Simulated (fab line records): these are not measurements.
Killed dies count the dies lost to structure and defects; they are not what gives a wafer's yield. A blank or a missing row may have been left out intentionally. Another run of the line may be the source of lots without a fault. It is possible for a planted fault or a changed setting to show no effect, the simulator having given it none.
fab line records | flow sky130
record lots=5 wafers=15 lastDay=49
route steps=708 shown GATE_OXIDE@191 POLY_GATE@204 RES_PROTECT@206 PAD_OPEN@708
lots that met no fault: from a run of the same line without faults
startH: start of the lot's first displayed wafer, in hours after the record's first day | waitH: hours since the lot's step before | " repeats the value in the row above | L1.1+2: one row covering several wafers at once | - no value, or no start given | * or withheld: withheld | < > ~ a bound
route shown NAME@n: NAME is a module with steps in the file, n the number in the route of the first one | usual: the fault-free wafers' mean and standard deviation | same: alike in all rows | chamber/n: place in a boat | sites: readings site by site | _std_site: standard deviation across them | _edge_site: inner sites' mean taken away from outer sites' mean | radiusMm: how far each site lies from the wafer's centre | mask NAME#n: copy n | behind: the most recent tool/chamber to have shaped the wafer | hold: cause of the lot's hold/its duration in hours/its outcome | device: whichever transistor did not switch (one of n, p or np) | end of line: the route-end tests of the same wafers | step lacking rows: just its recipe | killed: dies lost to structure and defects at the first sort, not the wafer's yield | map: shows each die of a wafer: x if killed, . if not, _ if none is there
set.NAME: the setting that was run; set.NAME@STEP: the one run at that earlier step | model.NAME: the simulator's own value behind a step, which no gauge read
lots at some steps of the route; a table a step, a row a wafer
services: from which hour (startH, from the record's first day; less than 0 if before it) a tool's chamber was out of use, for how many hours, and why
## steps
# step SKY_GATE_OXIDE_HMDS_04
# recipe primeTimeS=60 primeTempC=120
# step SKY_GATE_OXIDE_COAT_05
# recipe resist=NOVOLAK spinRpm=3000 resistThkNm=1140
# step SKY_GATE_OXIDE_SOFTBAKE_06
# recipe tempC=90 timeS=60 resist=NOVOLAK
# step SKY_GATE_OXIDE_EXPOSE_07
# recipe maskId=LVOM na=0.6 sourceShape=conventional sigmaOuter=0.6 polarization=unpolarized targetCdNm=600 doseMj=170
# step SKY_GATE_OXIDE_PEB_08
# recipe tempC=withheld timeS=* resist=NOVOLAK
# step SKY_GATE_OXIDE_DEVELOP_09
# recipe resist=NOVOLAK developer=TMAH developTimeS=60 devTempC=23
# step SKY_GATE_OXIDE_OVL_MEAS_10
# usual GATE_OXIDE_OVL=0.1/1.3
# columns lot.wafer tool chamber startH waitH GATE_OXIDE_OVL[nm]
L982.1 overlay-02 - 341.74 0.1 0.7
L982.4 " - " " 0.3
L982.6 " - " " 0.6
L983.3 overlay-01 - 345.51 0.1 2.0
L983.4 " - " " -0.5
L983.5 " - " " 0.1
L989.2 overlay-01 - 391.90 0.1 -0.3
L989.3 " - " " 0.2
L989.4 " - " " -0.1
L994.1 overlay-02 - 437.74 0.1 0.6
L994.2 " - " " 0.2
L994.5 " - " " 0.4
L998.3 overlay-02 - 466.31 0.1 0.6
L998.4 " - " " 0.3
L998.6 " - " " 0.4
# step SKY_GATE_OXIDE_IMPLANT_11
# recipe species=B energyKev=10 doseCm2=2.6e+12 tiltDeg=withheld
# step SKY_GATE_OXIDE_WET_ETCH_12
# recipe chemistry=dHF targetDepthNm=16.8 dry=n2Spin target=SiO2 dilution=100:1 tempC=25 timeS=336
# step SKY_GATE_OXIDE_STRIP_13
# recipe chemistry=O2/N2 powerW=1400 pressureMtorr=1500 platenTempC=withheld o2FlowSccm=3000 n2FlowSccm=300 overashFraction=0.5
# usual drypumpMotorCurrentA=5.7/0.33 oesProductAu=0.715/0.0044 stripTimeToEndpointS=14.17/0.046
# columns lot.wafer tool chamber startH waitH drypumpMotorCurrentA oesProductAu rfHoursCounterH stripTimeToEndpointS
L982.1 plasmaAsher-04 0 342.04 0.0 5.6 0.714 53 14.13
L982.4 " 1 " " 5.9 0.714 - 14.16
L982.6 " 0 " " 5.6 0.713 - 14.14
L983.3 plasmaAsher-04 0 345.82 0.0 5.6 0.714 - 14.21
L983.4 " 1 " " 5.9 0.706 - 14.20
L983.5 " 1 " " 5.9 0.718 - 14.13
L989.2 plasmaAsher-01 0 392.18 0.0 5.8 0.710 27 14.17
L989.3 " 0 " " 5.8 0.718 - 14.20
L989.4 " 1 " " 6.4 0.711 - 14.13
L994.1 plasmaAsher-01 0 438.04 0.0 5.8 0.705 32 14.23
L994.2 " 1 " " 6.4 0.714 32 14.22
L994.5 " 1 " " 6.3 0.708 - 14.22
L998.3 plasmaAsher-01 1 466.72 0.0 6.3 0.726 - 14.10
L998.4 " 0 " " 5.8 0.714 - 14.10
L998.6 " 1 " " 6.3 0.710 - 14.08
# step SKY_GATE_OXIDE_TW_MEAS_14
# usual GATE_OXIDE_TW=224.5/2.4
# columns lot.wafer tool chamber startH waitH GATE_OXIDE_TW
L982.1 filmMetro-01 - 342.14 0.1 226.4
L982.4 " - " " 227.1
L982.6 " - " " 225.8
L983.3 filmMetro-01 - 345.91 0.1 224.6
L983.4 " - " " 224.6
L983.5 " - " " 226.1
L989.2 filmMetro-03 - 392.29 0.1 223.6
L989.3 " - " " 224.9
L989.4 " - " " 224.6
L994.1 filmMetro-03 - 438.14 0.1 224.9
L994.2 " - " " 225.6
L994.5 " - " " 224.5
L998.3 filmMetro-02 - 466.81 0.1 220.8
L998.4 " - " " 221.1
L998.6 " - " " 220.5
# step SKY_GATE_OXIDE_CLEAN_15
# recipe chemistry=SC1/SC2 mix=1:4:20 tempC=70 timeS=150 dry=n2Spin
# step SKY_GATE_OXIDE_OXIDATION_16
# recipe tempC=800 ambient=O2 idleTempC=700 rampUpCPerMin=10 rampDownCPerMin=3 stabiliseS=600 purgeS=300 targetThkA=35.7 oxTimeS=1915
# usual zonePowerBottomPct=22/3.9
# columns lot.wafer tool chamber startH waitH zonePowerBottomPct model.SiO2_of_GATE_OXIDE_OXIDATION_01.thkNm
L982.1 furnace-02 0 342.25 0.0 18 11.88
L982.4 " 0 " " 19 11.77
L982.6 " 0 " " 19 11.63
L983.3 furnace-01 0 346.23 0.2 27 11.84
L983.4 " 0 " " 27 11.71
L983.5 " 0 " " 26 11.89
L989.2 furnace-01 0 392.39 0.0 26 12.09
L989.3 " 0 " " 26 12.11
L989.4 " 0 " " 27 12.12
L994.1 furnace-02 0 438.25 0.0 19 11.79
L994.2 " 0 " " 19 11.57
L994.5 " 0 " " 19 11.76
L998.3 furnace-02 0 467.62 0.7 19 11.53
L998.4 " 0 " " 18 11.55
L998.6 " 0 " " 19 11.79
# step SKY_POLY_GATE_CVD_00
# recipe material=poly-Si targetThkNm=180 tempC=620 timeS=720 pressureMtorr=200
# step SKY_POLY_GATE_THK_MEAS_01
# recipe reads=poly-Si_of_POLY_GATE_CVD_00
# usual POLY_GATE_CVD_00_THK=180.1/1.9
# columns lot.wafer tool chamber startH waitH POLY_GATE_CVD_00_THK[nm]
L982.1 filmMetro-04 - 344.98 0.0 182.1
L982.4 " - " " 183.1
L982.6 " - " " 183.3
L983.3 filmMetro-03 - 348.98 0.0 179.5
L983.4 " - " " 180.4
L983.5 " - " " 179.5
L989.2 filmMetro-04 - 395.13 0.0 178.1
L989.3 " - " " 177.4
L989.4 " - " " 178.4
L994.1 filmMetro-01 - 440.98 0.0 177.4
L994.2 " - " " 177.7
L994.5 " - " " 178.0
L998.3 filmMetro-01 - 470.37 0.0 180.7
L998.4 " - " " 180.9
L998.6 " - " " 179.6
# step SKY_RES_PROTECT_DEHYDRATE_00
# recipe tempC=200 timeS=60
# step SKY_RES_PROTECT_HMDS_01
# recipe primeTimeS=60 primeTempC=120
# step SKY_RES_PROTECT_COAT_02
# recipe resist=NOVOLAK spinRpm=3000 resistThkNm=1140
# step SKY_RES_PROTECT_SOFTBAKE_03
# recipe tempC=90 timeS=60 resist=NOVOLAK
# step SKY_RES_PROTECT_EXPOSE_04
# recipe maskId=RPM na=0.6 sourceShape=conventional sigmaOuter=0.6 polarization=unpolarized targetCdNm=1270 doseMj=131
# step SKY_RES_PROTECT_PEB_05
# recipe tempC=withheld timeS=* resist=NOVOLAK
# step SKY_RES_PROTECT_DEVELOP_06
# recipe resist=NOVOLAK developer=TMAH developTimeS=60 devTempC=23
# step SKY_POLY_GATE_IMPLANT_02
# recipe species=P energyKev=30 doseCm2=7.7e+15 tiltDeg=0
# step SKY_RES_PROTECT_STRIP_07
# recipe chemistry=O2/N2 powerW=1400 pressureMtorr=1500 platenTempC=withheld o2FlowSccm=3000 n2FlowSccm=300 overashFraction=0.5
# usual drypumpMotorCurrentA=5.7/0.32 oesProductAu=0.517/0.0045 stripTimeToEndpointS=23.30/0.047
# columns lot.wafer tool chamber startH waitH drypumpMotorCurrentA oesProductAu rfHoursCounterH stripTimeToEndpointS
L982.1 plasmaAsher-03 1 372.89 0.1 5.4 0.516 69 23.25
L982.4 " 0 " " 5.5 0.512 - 23.27
L982.6 " 1 " " 5.4 0.516 - 23.30
L983.3 plasmaAsher-04 1 376.89 0.1 5.9 0.517 - 23.34
L983.4 " 0 " " 5.6 0.514 - 23.30
L983.5 " 0 " " 5.6 0.520 - 23.35
L989.2 plasmaAsher-01 1 424.69 0.1 6.3 0.519 30 23.28
L989.3 " 0 " " 5.8 0.522 - 23.28
L989.4 " 1 " " 6.3 0.526 - 23.27
L994.1 plasmaAsher-03 1 472.49 0.1 5.4 0.523 79 23.29
L994.2 " 0 " " 5.5 0.518 79 23.23
L994.5 " 0 " " 5.4 0.519 - 23.23
L998.3 plasmaAsher-01 1 501.59 0.1 6.4 0.515 - 23.26
L998.4 " 0 " " 5.8 0.520 - 23.27
L998.6 " 1 " " 6.4 0.521 - 23.30
# step SKY_RES_PROTECT_TW_MEAS_08
# usual POLY_GATE_TW=3993/38
# columns lot.wafer tool chamber startH waitH POLY_GATE_TW
L982.1 filmMetro-02 - 372.99 0.1 3958
L982.4 " - " " 3974
L982.6 " - " " 3957
L983.3 filmMetro-03 - 376.97 0.1 4048
L983.4 " - " " 4023
L983.5 " - " " 4025
L989.2 filmMetro-03 - 424.80 0.1 4037
L989.3 " - " " 4017
L989.4 " - " " 4072
L994.1 filmMetro-02 - 472.59 0.1 3957
L994.2 " - " " 3953
L994.5 " - " " 3946
L998.3 filmMetro-04 - 501.67 0.1 3945
L998.4 " - " " 3964
L998.6 " - " " 3966
# step SKY_RES_PROTECT_CLEAN_09
# recipe chemistry=SC1/SC2 mix=1:4:20 tempC=70 timeS=150 dry=n2Spin
# step SKY_POLY_GATE_CVD_03
# recipe material=Si3N4 precursor=DCS/NH3 targetThkNm=75 tempC=770 timeS=1290 pressureMtorr=250
# step SKY_POLY_GATE_THK_MEAS_04
# recipe reads=Si3N4_of_POLY_GATE_CVD_03
# usual POLY_GATE_CVD_03_THK=74.5/0.57
# columns lot.wafer tool chamber startH waitH POLY_GATE_CVD_03_THK[nm]
L982.1 filmMetro-01 - 377.59 0.0 74.9
L982.4 " - " " 74.9
L982.6 " - " " 74.9
L983.3 filmMetro-03 - 380.01 0.0 75.9
L983.4 " - " " 74.6
L983.5 " - " " 74.7
L989.2 filmMetro-03 - 426.27 0.0 75.1
L989.3 " - " " 74.6
L989.4 " - " " 75.3
L994.1 filmMetro-04 - 475.02 0.0 73.6
L994.2 " - " " 73.7
L994.5 " - " " 74.1
L998.3 filmMetro-03 - 503.15 0.0 75.2
L998.4 " - " " 74.6
L998.6 " - " " 75.2
# step SKY_POLY_GATE_DEHYDRATE_05
# recipe tempC=200 timeS=60
# step SKY_POLY_GATE_HMDS_06
# recipe primeTimeS=60 primeTempC=120
# step SKY_POLY_GATE_COAT_07
# recipe resist=BARC tempC=withheld timeS=withheld spinRpm=3000 resistThkNm=110
# step SKY_POLY_GATE_COAT_08
# recipe resist=KrF-thick spinRpm=3000 resistThkNm=450
# step SKY_POLY_GATE_SOFTBAKE_09
# recipe tempC=100 timeS=90 resist=KrF-thick
# step SKY_POLY_GATE_EXPOSE_10
# recipe maskId=P1M na=0.68 sourceShape=conventional sigmaOuter=0.6 targetCdNm=150 doseMj=28
# step SKY_POLY_GATE_PEB_11
# recipe pebTempC=withheld pebTimeS=withheld resist=KrF-thick
# step SKY_POLY_GATE_DEVELOP_12
# recipe developTimeS=60 resist=KrF-thick devTempC=21
# step SKY_POLY_GATE_CD_MEAS_13
# recipe targetCdNm=150
# usual cdNm=149.7/1.2
# columns lot.wafer tool chamber startH waitH cdNm
L982.1 cdSem-01 - 409.94 - 149.3
L982.4 " - " " 150.2
L982.6 " - " " 150.3
L983.3 cdSem-02 - 410.34 - 147.1
L983.4 " - " " 146.8
L983.5 " - " " 147.2
L989.2 cdSem-01 - 457.96 - 150.3
L989.3 " - " " 149.8
L989.4 " - " " 148.6
L994.1 cdSem-02 - 505.95 - 150.4
L994.2 " - " " 149.9
L994.5 " - " " 150.3
L998.3 cdSem-02 - 533.34 - 148.2
L998.4 " - " " 150.1
L998.6 " - " " 148.4
# step SKY_POLY_GATE_OVL_MEAS_14
# usual POLY_GATE_OVL=1/5.7
# columns lot.wafer tool chamber startH waitH POLY_GATE_OVL[nm]
L982.1 overlay-02 - 410.06 0.1 -4
L982.4 " - " " 0
L982.6 " - " " 4
L983.3 overlay-02 - 410.43 0.1 2
L983.4 " - " " 8
L983.5 " - " " 0
L989.2 overlay-01 - 458.06 0.1 -2
L989.3 " - " " 3
L989.4 " - " " -6
L994.1 overlay-01 - 506.07 0.1 3
L994.2 " - " " 1
L994.5 " - " " 7
L998.3 overlay-02 - 533.43 0.1 4
L998.4 " - " " 6
L998.6 " - " " 0
# step SKY_POLY_GATE_ETCH_15
# recipe chemistry=N2/H2 target=BARC ionEnergyEv=200 sourceW=500 biasW=100 pressureMtorr=30 n2FlowSccm=100 h2FlowSccm=200 stopOn=SiO2 timeS=118.5 targetDepthA=1100
# usual drypumpMotorCurrentA=5.9/0.39 oesProductAu=0.716/0.0045 throttleValvePct=13.212/0.008
# columns lot.wafer tool chamber startH waitH drypumpMotorCurrentA oesProductAu rfHoursCounterH throttleValvePct
L982.1 rieDiel-03 0 410.09 0.0 6.0 0.717 2 13.207
L982.4 " 2 " " 6.6 0.718 5 13.213
L982.6 " 1 " " 5.9 0.720 - 13.219
L983.3 rieDiel-02 3 410.46 0.0 5.6 0.712 0 13.205
L983.4 " 2 " " 6.2 0.703 92 13.216
L983.5 " 2 " " 6.2 0.716 - 13.208
L989.2 rieDiel-03 2 458.09 0.0 6.6 0.715 6 13.213
L989.3 " 3 " " 5.7 0.706 31 13.219
L989.4 " 1 " " 5.9 0.718 32 13.204
L994.1 rieDiel-03 2 506.11 0.0 6.6 0.724 7 13.205
L994.2 " 3 " " 5.7 0.717 32 13.220
L994.5 " 3 " " 5.7 0.716 - 13.213
L998.3 rieDiel-02 3 533.46 0.0 5.6 0.724 3 13.220
L998.4 " 0 " " 6.0 0.717 7 13.212
L998.6 " 1 " " 5.4 0.724 - 13.208
# step SKY_POLY_GATE_ETCH_16
# recipe stopOn=poly-Si chemistry=CH3F/O2 target=Si3N4 sourceW=400 biasW=80 pressureMtorr=25 ch3fFlowSccm=40 O2_flow_sccm=30 timeS=147.5 targetDepthA=750
# step SKY_POLY_GATE_ETCH_17
# recipe targetDepthNm=180 stopOn=SiO2 overEtchFrac=0.56667 chemistry=HBr/Cl2 target=poly-Si icpW=400 biasW=100 pressureMtorr=10 HBr_flow_sccm=150 Cl2_flow_sccm=50 timeS=70.5
# usual drypumpMotorCurrentA=5.8/0.33 oesProductAu=0.984/0.0079 throttleValvePct=33.685/0.01
# columns lot.wafer tool chamber startH waitH drypumpMotorCurrentA oesProductAu rfHoursCounterH throttleValvePct
L982.1 rieSi-01 0 410.27 0.0 5.4 0.991 3 33.700
L982.4 " 1 " " 5.6 0.977 9 33.696
L982.6 " 1 " " 5.6 0.989 - 33.663
L983.3 rieSi-02 0 410.64 0.0 5.7 0.980 26 33.682
L983.4 " 1 " " 6.3 0.971 64 33.677
L983.5 " 0 " " 5.7 0.979 - 33.687
L989.2 rieSi-02 3 458.27 0.0 5.5 0.982 2 33.675
L989.3 " 0 " " 5.7 0.980 26 33.687
L989.4 " 2 " " 5.8 0.979 1 33.670
L994.1 rieSi-01 2 506.29 0.0 5.4 0.980 5 33.694
L994.2 " 0 " " 5.4 0.974 3 33.678
L994.5 " 3 " " 6.2 0.977 - 33.690
L998.3 rieSi-02 0 533.64 0.0 5.7 0.996 27 33.719
L998.4 " 1 " " 6.3 0.984 0 33.681
L998.6 " 2 " " 5.8 0.991 - 33.687
# step SKY_POLY_GATE_STRIP_18
# recipe chemistry=O2/N2 powerW=1400 pressureMtorr=1500 platenTempC=withheld o2FlowSccm=3000 n2FlowSccm=300 overashFraction=0.5
# usual drypumpMotorCurrentA=5.7/0.34 oesProductAu=0.361/0.0047 stripTimeToEndpointS=3.16/0.034
# columns lot.wafer tool chamber startH waitH drypumpMotorCurrentA oesProductAu rfHoursCounterH stripTimeToEndpointS
L982.1 plasmaAsher-02 1 410.33 0.0 5.4 0.358 69 3.13
L982.4 " 1 " " 5.4 0.361 - 3.20
L982.6 " 0 " " 5.5 0.366 - 3.16
L983.3 plasmaAsher-01 0 410.73 0.1 5.8 0.362 - 3.19
L983.4 " 1 " " 6.3 0.363 - 3.13
L983.5 " 0 " " 5.9 0.358 - 3.10
L989.2 plasmaAsher-01 0 458.33 0.0 5.8 0.350 34 3.19
L989.3 " 1 " " 6.3 0.364 - 3.11
L989.4 " 0 " " 5.8 0.360 - 3.18
L994.1 plasmaAsher-02 0 506.34 0.0 5.5 0.367 8 3.23
L994.2 " 1 " " 5.4 0.362 8 3.16
L994.5 " 0 " " 5.5 0.360 - 3.09
L998.3 plasmaAsher-01 1 533.73 0.1 6.3 0.366 - 3.17
L998.4 " 0 " " 5.8 0.363 - 3.23
L998.6 " 1 " " 6.3 0.365 - 3.21
# step SKY_PAD_OPEN_PROBE_99
# usual killed_at_M0_to_M3=44/7.1 killed_at_M4_up=3.0/1.9 killedAtContacts=25/5.6 killedAtFrontEnd=14/4.1 killedAtOther=0.2/0.44 killedDies=86/9.1 killedOpen=47/7.4 killedShort=39/5.7
# same grossDies=492 killedAtBackSide=0
# columns lot.wafer tool chamber startH waitH hold killed_at_M0_to_M3 killed_at_M4_up killedAtContacts killedAtFrontEnd killedAtOther killedDies killedOpen killedShort model.etest.pfet_01v8.rOnOhmUm model.etest.nfet_01v8.rOnOhmUm model.etest.nfet_01v8_lvt.driveUaUm model.etest.nfet_01v8.driveUaUm model.etest.nfet_01v8_swapped.driveUaUm model.etest.nfet_01v8_turned.driveUaUm model.etest.sramNfetPass.driveUaUm model.etest.nfetG5v0d10v5.driveUaUm
L983.3 prober-02 - 1102.09 0.2 - 41 3 19 14 0 77 37 40 2865 835 570.8 496 492.1 495 496 604.1
L983.4 prober-02 - 1102.14 0.2 - 40 1 19 11 0 71 45 26 2878 850.5 563.7 491.4 492.9 490.3 491.7 611.9
L983.5 prober-02 - 1102.19 0.2 - 40 1 30 11 0 82 43 39 2864 840.4 566.5 493.7 500.2 497 487.3 600.4
L982.1 prober-01 - 1102.34 0.1 - 36 1 23 15 0 75 43 32 2889 863.5 551.1 485.9 484.7 488.7 469.8 596.5
L982.4 prober-01 - 1102.49 0.2 - 45 0 21 15 1 82 42 40 2818 836 561.1 495.3 493.5 492.9 471 607.3
L982.6 prober-01 - 1102.59 0.2 - 63 5 26 7 1 102 61 41 2906 829.5 574.7 506.9 508.9 506.5 493.1 610.8
L989.2 prober-02 - 1129.03 0.1 awaitDispo/5.3h/release 29 3 22 13 0 67 35 32 3190 898.7 520.4 454 448.2 451.4 434.9 580.7
L989.3 prober-02 - 1129.08 0.2 awaitDispo/5.3h/release 46 5 27 11 0 89 55 34 3172 905.6 518.9 451.1 450.8 449.3 432.5 578.4
L989.4 prober-02 - 1129.13 0.2 awaitDispo/5.3h/release 44 3 19 14 0 80 52 28 3107 874.5 534.2 464.6 462.9 463.8 451.9 579.3
L994.1 prober-01 - 1164.18 0.1 - 52 6 17 8 1 84 42 42 2864 835.6 567.4 493.9 497.1 501.7 488.3 604.1
L994.2 prober-01 - 1164.23 0.1 - 57 0 16 8 0 81 38 43 2868 827.8 583.9 505.8 508.4 506.4 494 612
L994.5 prober-01 - 1164.38 0.2 - 46 6 32 16 0 100 66 34 2862 814.4 581.5 507.9 508.2 512.5 481.5 606.1
L998.3 prober-02 - 1174.70 0.2 - 45 1 20 13 0 79 41 38 2840 821.7 582.6 507.2 510.1 509.1 507.4 620
L998.4 prober-02 - 1174.75 0.2 - 50 1 26 11 0 88 42 46 2893 811.4 589.5 515.5 517.3 517.9 499.8 615.5
L998.6 prober-02 - 1174.85 0.2 - 40 5 22 11 2 80 48 32 2792 809.8 590.8 520 521.8 517.9 511 605.6
# killed by level:class
L983.3 VIA1:geometricParticle:open=8 LOCAL_INTERCONNECT:geometricParticle:short=6 CONTACT:geometricParticle:open=6 VIA1:geometricParticle:short=6 VIA2:geometricParticle:short=6 POLY_GATE:geometricParticle:open=5 CONTACT:geometricParticle:short=5 METAL2:geometricParticle:short=5
L983.4 VIA1:geometricParticle:open=11 CONTACT:geometricParticle:open=11 METAL1:geometricParticle:short=6 VIA3:geometricParticle:open=6 FIELD_ISO:geometricParticle:open=3 POLY_GATE:geometricParticle:short=3 LOCAL_INTERCONNECT:geometricParticle:short=3 VIA2:geometricParticle:open=3
L983.5 CONTACT:geometricParticle:open=11 VIA3:geometricParticle:short=6 LI_CONTACT:geometricParticle:open=6 VIA3:geometricParticle:open=6 VIA1:geometricParticle:open=6 POLY_GATE:geometricParticle:short=5 LI_CONTACT:geometricParticle:short=4 LOCAL_INTERCONNECT:geometricParticle:short=4
L982.1 VIA1:geometricParticle:open=8 VIA3:geometricParticle:open=8 CONTACT:geometricParticle:open=7 LOCAL_INTERCONNECT:geometricParticle:short=6 VIA2:geometricParticle:open=6 FIELD_ISO:geometricParticle:short=5 LI_CONTACT:geometricParticle:open=5 FIELD_ISO:geometricParticle:open=4
L982.4 VIA1:geometricParticle:open=10 LI_CONTACT:geometricParticle:open=8 VIA3:geometricParticle:open=7 METAL1:geometricParticle:short=6 VIA2:geometricParticle:short=6 POLY_GATE:geometricParticle:short=5 METAL2:geometricParticle:short=5 FIELD_ISO:geometricParticle:open=4
L982.6 VIA1:geometricParticle:open=17 CONTACT:geometricParticle:open=11 LI_CONTACT:geometricParticle:open=9 VIA3:geometricParticle:open=8 VIA1:geometricParticle:short=8 METAL2:geometricParticle:short=6 VIA2:geometricParticle:open=6 METAL1:geometricParticle:short=5
L989.2 VIA1:geometricParticle:open=8 CONTACT:geometricParticle:open=6 FIELD_ISO:geometricParticle:short=5 LI_CONTACT:geometricParticle:open=5 VIA2:geometricParticle:open=5 VIA3:geometricParticle:open=5 LOCAL_INTERCONNECT:geometricParticle:short=4 CONTACT:geometricParticle:short=4
L989.3 VIA1:geometricParticle:open=13 LI_CONTACT:geometricParticle:open=10 CONTACT:geometricParticle:open=9 VIA2:geometricParticle:open=8 VIA3:geometricParticle:open=7 METAL1:geometricParticle:short=6 POLY_GATE:geometricParticle:open=4 LOCAL_INTERCONNECT:geometricParticle:short=4
L989.4 VIA1:geometricParticle:open=10 VIA3:geometricParticle:open=9 LI_CONTACT:geometricParticle:open=8 CONTACT:geometricParticle:open=6 METAL2:geometricParticle:short=5 VIA2:geometricParticle:open=5 FIELD_ISO:geometricParticle:open=4 VIA3:geometricParticle:short=4
L994.1 CONTACT:geometricParticle:open=11 METAL1:geometricParticle:short=8 VIA1:geometricParticle:open=8 VIA3:geometricParticle:open=7 VIA2:geometricParticle:open=6 VIA3:geometricParticle:short=6 METAL4:geometricParticle:short=5 CONTACT:geometricParticle:short=4
L994.2 VIA1:geometricParticle:open=11 VIA3:geometricParticle:open=9 VIA3:geometricParticle:short=8 METAL1:geometricParticle:short=7 VIA1:geometricParticle:short=6 CONTACT:geometricParticle:short=5 CONTACT:geometricParticle:open=5 METAL2:geometricParticle:short=4
L994.5 CONTACT:geometricParticle:open=15 VIA1:geometricParticle:open=11 VIA3:geometricParticle:open=9 LI_CONTACT:geometricParticle:open=8 VIA2:geometricParticle:open=7 FIELD_ISO:geometricParticle:short=6 FIELD_ISO:geometricParticle:open=5 METAL4:geometricParticle:short=5
L998.3 LI_CONTACT:geometricParticle:open=9 VIA1:geometricParticle:open=9 METAL2:geometricParticle:short=6 VIA1:geometricParticle:short=6 METAL3:geometricParticle:short=6 VIA3:geometricParticle:open=6 CONTACT:geometricParticle:open=5 VIA2:geometricParticle:open=5
L998.4 CONTACT:geometricParticle:open=10 VIA1:geometricParticle:open=10 VIA3:geometricParticle:open=8 CONTACT:geometricParticle:short=7 METAL1:geometricParticle:short=7 VIA1:geometricParticle:short=6 LI_CONTACT:geometricParticle:short=5 METAL2:geometricParticle:short=5
L998.6 VIA1:geometricParticle:open=12 LI_CONTACT:geometricParticle:open=8 VIA2:geometricParticle:open=8 VIA3:geometricParticle:open=7 CONTACT:geometricParticle:open=7 METAL4:geometricParticle:short=5 POLY_GATE:geometricParticle:short=3 LOCAL_INTERCONNECT:geometricParticle:short=3
# map L989.3 (x killed, . not)
__________..x.x....._________
________.............x_______
______.......xx..x......_____
_____........x...........____
____..x....x.x.........x..___
___...x......x..x..........__
__x..x.....x..........x.x.x._
_..xx......x....x.......xx..x
_..x....x.x.xx..x..x.......xx
_......x.....x....x.........x
_.x......x........x.x..x.....
_xx.......x..x..x...x........
_....x..x.x.......xx.....x...
_................x...x.x..x..
_...x...x.xx.....xx..........
__..................x.x...x._
___x....xxx....x....x.x....__
____...x....xx..x......x..___
_____.xx.................____
______......x...x......._____
________xx..........x._______
__________.........._________
# map L983.5 (x killed, . not)
__________....xxx..._________
________..xx.x..x....._______
______.............x.x.x_____
_____.....x..............____
____....x.....x...xx......___
___.x........x.x..x........__
__.......................x.._
_.x..........x..xxx.xx.x..x..
_.........x....x.............
_.....x...........x..........
_..xxx...x........x........x.
_........x.x.....x...........
_....x.....xx.xxx...x..x.....
_.x............x......x......
_.........x..x..x..x........x
__..x.xx.......x..x.x......._
___..x......xxx....x..x...x__
____..x...x...............___
_____....x.....x.........____
______..x.x........x...._____
________..x..........._______
__________.xx......x_________
## services
# columns tool chamber startH hours kind
plasmaAsher-02 - 343.67 8.5 repair
rieSi-01 - 348.08 2.8 pm
rieDiel-02 - 366.45 0.4 repair
rieSi-02 2 379.35 - clean
rieSi-02 2 379.35 13.8 scheduledDown
rieSi-02 2 379.35 13.8 ventCycle
rieDiel-02 - 382.38 0.2 repair
plasmaAsher-04 - 384.51 4.2 repair
rieDiel-02 - 397.83 1.7 repair
plasmaAsher-02 - 421.25 9.0 pm
rieDiel-03 3 448.04 4.5 repair
rieDiel-03 - 448.54 0.6 repair
rieSi-02 1 458.71 - clean
rieSi-02 1 458.71 20.1 scheduledDown
rieSi-02 1 458.71 20.1 ventCycle
rieDiel-03 - 475.07 1.2 repair
furnace-01 - 483.28 2.2 pm
plasmaAsher-01 - 497.05 1.3 repair
rieSi-01 1 506.69 2.8 repair
rieSi-02 - 509.26 2.8 pm
rieDiel-02 0 513.16 8.1 repair
rieDiel-03 1 515.04 1.9 repair
rieDiel-03 2 518.88 3.2 repair
furnace-01 - 527.12 13.0 pm
## key
firstSign step=SKY_PAD_OPEN_PROBE_99 reading=hold direction=added
effect none on later readings
modelEffect step=SKY_GATE_OXIDE_OXIDATION_16 value=SiO2_of_GATE_OXIDE_OXIDATION_01.thkNm without=11.79 struck=12.11
modelEffect step=SKY_PAD_OPEN_PROBE_99 value=etest.pfet_01v8.rOnOhmUm without=3022 struck=3156
metAt SKY_GATE_OXIDE_OXIDATION_16
struckWafers L989.2,L989.3,L989.4
testerLeftOut L989
onsetBetween 346.23 392.39
fault kind=processParameterDrift tool=furnace-01 chamber=- onsetH=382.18 steps=SKY_GATE_OXIDE_OXIDATION_16 channel=oxTimeS offset=* shape=step endH=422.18 actsIn=* stated=*
# testerLeftOut: of these lots the tester's yield and bins aren't shown, on N5 and GAA mostly nor the transistor test; their killed dies are dies lost to structure and defects alone, not to doping, threshold or leakage, so they don't give the yield
